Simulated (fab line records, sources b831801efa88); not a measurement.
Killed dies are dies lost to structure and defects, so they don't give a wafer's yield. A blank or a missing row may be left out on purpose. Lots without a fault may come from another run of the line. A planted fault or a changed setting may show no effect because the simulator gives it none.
A struck lot beside a sound one | flow gf180mcu | 14 steps out of a route of 602
Sound: wafers L296.2, L296.3, L296.5. Struck: wafers L305.1, L305.3, L305.6. The cause comes at the end.
At each step with rows: each side's tool, then ch and its chambers, then its first start. Under that, the readings that differ: sound wafers | struck wafers | difference of the means | sigmas: that difference in standard deviations of wafers without a fault.
alike: readings whose means differ by less than 2 such deviations, and words and numbers that are the same on both sides. not compared: withheld readings, readings that some wafer has no value for, bounds like >300 that may hide the same value, and numbers for which the record gives no deviation and whose values overlap.
The two part at a step that has a row with sigmas, a row that says differs or no value, or rows on one side only. Numbers that don't overlap but have no deviation are shown without sigmas and don't part them. A reading that every wafer of one side lacks parts them only if that side has two wafers or more.

first, 1 step without rows for these wafers: GF_V2_CVD_00 (deposits SiO2, target thk 600 nm, time 100 s).
GF_V2_THK_MEAS_01:
  sound on film_metro-01, day 21 01:47; struck on film_metro-04, day 23 15:37
  alike: V2_CVD_00_THK
GF_V2_CVD_02: deposits SiO2 from TEOS, target thk 850 nm, time 94.851 s.
  sound on pecvd-02 ch 0,2, day 21 01:50; struck on pecvd-03 ch 0,2, day 23 15:40
  alike: heater_power_w
GF_V2_THK_MEAS_03:
  sound on film_metro-04, day 21 01:55; struck on film_metro-03, day 23 15:44
  alike: V2_CVD_02_THK
GF_V2_CMP_04: polishes SiO2.
  sound on cmp-01 ch 0,2,3, day 21 02:04; struck on cmp-02 ch 0,1,3, day 23 15:54
  alike: motor_current_A, time_to_endpoint_s
GF_V2_BOW_MEAS_05:
  sound on film_metro-04, day 21 02:19; struck on film_metro-01, day 23 16:06
  alike: V2_BOW
then, 6 steps without rows for these wafers: GF_V2_DEHYDRATE_06 (time 60 s); GF_V2_HMDS_07 (prime time 60 s); GF_V2_COAT_08; GF_V2_COAT_09 (resist thk 1000 nm); GF_V2_SOFTBAKE_10 (time 60 s); GF_V2_EXPOSE_11 (exposes mask Via2, target cd 260 nm).
GF_V2_PEB_12: peb time 90 s.
  sound on litho_track-01 ch 0, day 22 01:55; struck on litho_track-04, day 24 13:57
  no value came back on the struck wafers for chill_plate_temp_C (C), exhaust_pa (Pa); on the sound wafers chill_plate_temp_C (C) reads 22.88 22.94 23.00
then, 1 step without rows for these wafers: GF_V2_DEVELOP_13 (develop time 60 s).

WHERE THEY PART
Only at GF_V2_PEB_12, within this record.

WHY: what the simulator had put in
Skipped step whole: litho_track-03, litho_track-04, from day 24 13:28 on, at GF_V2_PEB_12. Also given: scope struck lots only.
